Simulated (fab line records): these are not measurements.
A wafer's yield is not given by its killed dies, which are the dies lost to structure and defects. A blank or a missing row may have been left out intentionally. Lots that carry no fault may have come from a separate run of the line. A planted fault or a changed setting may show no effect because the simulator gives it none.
Struck lot and sound lot, side by side + flow sky130 + 16 steps out of a route of 708
Sound: these wafers, L894.2, L894.5, L894.6. The struck wafers were L901.1, L901.2, L901.5. At the end, the cause is stated.
Per side, at each step with rows, come the tool, then ch with its chambers, and then its first start. Under that, the readings that differ: sound wafers + struck wafers + difference of the means + sigmas: that difference in standard deviations of wafers without a fault.
alike: a reading whose means differ by less than 2 such deviations, as well as words and numbers matching on both sides. not compared: withheld readings; readings where some wafer has no value; bounds like >300 that might hide an equal value; numbers whose values overlap and for which the record gives no deviation.
The two part at a step that has a row with sigmas, a row that says differs or no value, or rows on one side only. Numbers that don't overlap but have no deviation are shown without sigmas and don't part them. Lack of a reading on every wafer of one side parts them only where that side has two or more wafers.

first, 5 steps without rows for these wafers: SKY_SONOS_TUNNEL_COAT_02 (resist thk 1140 nm); SKY_SONOS_TUNNEL_SOFTBAKE_03 (time 60 s); SKY_SONOS_TUNNEL_EXPOSE_04 (exposes mask TUNM, target cd 410 nm); SKY_SONOS_TUNNEL_PEB_05; SKY_SONOS_TUNNEL_DEVELOP_06 (develop time 60 s).
SKY_SONOS_TUNNEL_CD_MEAS_07 targets a cd of 410 nm.
  sound on cd sem-02 at day 12 03:37; struck on cd sem-02 at day 14 05:17
| reading    | sound             | struck            | difference | sigmas |
|------------|-------------------|-------------------|------------|--------|
| cd nm (nm) | 411.3 411.2 413.2 | 408.5 408.0 405.3 | -4.6       | -2     |
SKY_SONOS_TUNNEL_OVL_MEAS_08:
  sound on overlay-01 at day 12 03:43; struck on overlay-02 at day 14 05:25
  alike: SONOS_TUNNEL_OVL
then, 3 steps without rows for these wafers: SKY_SONOS_TUNNEL_IMPLANT_09; SKY_SONOS_TUNNEL_WET_ETCH_10 (etches SiO2 in dHF, target depth 14 nm, time 280 s); SKY_SONOS_TUNNEL_STRIP_11 (strips in SPM, time 600 s).
SKY_SONOS_TUNNEL_TW_MEAS_12:
  sound on film metro-01 at day 12 04:10; struck on film metro-01 at day 14 05:52
| reading         | sound             | struck            | difference | sigmas |
|-----------------|-------------------|-------------------|------------|--------|
| SONOS_TUNNEL_TW | 195.2 195.1 194.5 | 198.0 197.9 197.6 | +2.9       | +3     |
then, 1 step without rows for these wafers: SKY_SONOS_TUNNEL_CLEAN_13 (cleans in dHF, time 20 s).
SKY_SONOS_ONO_OXIDATION_00: stabilise 600 s, purge 300 s, target thk 2.6 nm.
  sound on furnace-01 ch 0, day 12 05:32; struck on furnace-02 ch 0, day 14 08:41
  alike: spike tc upper C, zone power upper pct
SKY_SONOS_ONO_THK_MEAS_01:
  sound on film metro-04 at day 12 06:53; struck on film metro-03 at day 14 10:16
| reading                      | sound          | struck         | difference | sigmas |
|------------------------------|----------------|----------------|------------|--------|
| SONOS_ONO_OXIDATION_THK (nm) | 2.52 2.51 2.45 | 4.50 4.44 4.37 | +1.94      | +34    |
then, 1 step without rows for these wafers: SKY_SONOS_ONO_CVD_02 (deposits Si3N4 from DCS/NH3, target thk 10.5 nm, time 180 s).
-- record jumps: 34 days separate the struck wafers' starts on either side; left off in module SONOS_ONO, taken up again in module PAD_OPEN, whose first shown step is the route's number 708 --
SKY_PAD_OPEN_PROBE_99:
  the record has rows for the struck wafers here (prober-01, day 47 23:58) and none for the sound ones

## WHERE THEY PART
First at SKY_SONOS_TUNNEL_CD_MEAS_07; last, within this record, at SKY_PAD_OPEN_PROBE_99.

WHY: the cause the simulator had injected
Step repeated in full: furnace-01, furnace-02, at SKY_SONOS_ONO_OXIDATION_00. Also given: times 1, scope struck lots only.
